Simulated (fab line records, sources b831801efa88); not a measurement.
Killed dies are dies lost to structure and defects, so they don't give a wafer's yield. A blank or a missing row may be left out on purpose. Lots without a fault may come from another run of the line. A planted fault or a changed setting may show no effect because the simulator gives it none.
Which tool did it? | flow sfq_line | 15 lots, 45 wafers sampled, at 2 steps of a route of 325

WHAT THE GAUGES READ, wafer by wafer
SFQ_L0V_OVL_MEAS_903. Usual: L0V_OVL -2 nm, standard deviation 4.3.
lot  | measured     | on         | L0V_OVL (nm) | flag
L638 | day 7 12:27  | overlay-02 | -1 0 -9      |
L639 | day 7 21:51  | overlay-01 | 5 3 2        |
L640 | day 8 06:16  | overlay-02 | -1 -8 -5     |
L641 | day 8 19:23  | overlay-01 | 1 -9 1       |
L642 | day 9 02:34  | overlay-01 | 82 76 75     | OFF
L643 | day 9 10:58  | overlay-02 | 75 78 80     | OFF
L644 | day 9 19:22  | overlay-01 | 81 81 80     | OFF
L645 | day 10 02:29 | overlay-02 | 1 3 -1       |
L647 | day 10 20:29 | overlay-02 | -1 -2 -3     |
L650 | day 11 13:18 | overlay-01 | 2 -1 2       |
L652 | day 12 02:29 | overlay-01 | -6 -2 -6     |
L656 | day 13 10:35 | overlay-01 | -3 -5 -2     |
L657 | day 13 18:59 | overlay-01 | -4 -3 -4     |
L658 | day 13 22:35 | overlay-01 | 7 -4 5       |
L659 | day 14 05:47 | overlay-01 | -4 -11 -5    |

WHICH TOOL RAN EACH LOT (tool, then ch and the chambers of the sampled wafers, then the start)
lot  | SFQ_TRILAYER_L0_VIA_LITHO_EXPOSE_014
L638 | krf_scanner-02 ch 0, day 7 10:57
L639 | krf_scanner-01 ch 0, day 7 20:21
L640 | krf_scanner-01 ch 0, day 8 05:09
L641 | krf_scanner-01 ch 0, day 8 18:16
L642 | krf_scanner-01 ch 0, day 9 01:04
L643 | krf_scanner-01 ch 0, day 9 09:40
L644 | krf_scanner-01 ch 0, day 9 17:52
L645 | krf_scanner-02 ch 0, day 10 00:59
L647 | krf_scanner-02 ch 0, day 10 19:23
L650 | krf_scanner-02 ch 0, day 11 12:23
L652 | krf_scanner-02 ch 0, day 12 01:23
L656 | krf_scanner-02 ch 0, day 13 09:17
L657 | krf_scanner-02 ch 0, day 13 17:53
L658 | krf_scanner-02 ch 0, day 13 21:05
L659 | krf_scanner-02 ch 0, day 14 04:29
- SFQ_TRILAYER_L0_VIA_LITHO_EXPOSE_014: exposes mask L0V, target cd 700 nm.

WHAT THE TOOLS THEMSELVES READ (means of the sampled wafers that have a number; where no wafer has one, the mark that the record gives instead)
The record holds no such reading with a usual standard deviation.

THE ANSWER, worked out from the rows above alone
Rule: a lot is off if the mean of its wafers that have a number lies more than 3 standard deviations from the usual mean. A lot without any number at a reading at which 4 lots or more have one is off too. The other lots that the step has rows for count as sound. The gauges are gone through in route order, then the tools' own readings, and for those a lot's mean is taken as printed above. The first step at which some lot is off is used, and at that step the reading that is off furthest; a lot without a number counts as furthest.
Off: L642, L643, L644, at SFQ_L0V_OVL_MEAS_903 (L0V_OVL).
A tool fits if, at a process step before that reading, it ran every lot that is off, and no sound lot after the first of them. The gauges at SFQ_L0V_OVL_MEAS_903 are tried like those tools. One fits: krf_scanner-01 at SFQ_TRILAYER_L0_VIA_LITHO_EXPOSE_014. Its last sound lot is L641 (day 8 18:16), its first lot that is off L642 (day 9 01:04): a fault that began between those two fits.

WHAT THE SIMULATOR HAD PUT IN
Scanner matching overlay: krf_scanner-01, from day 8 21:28 on, at SFQ_TRILAYER_L0_VIA_LITHO_EXPOSE_014. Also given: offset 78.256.
Lots struck among those shown: L642, L643, L644. The rule above found the same.
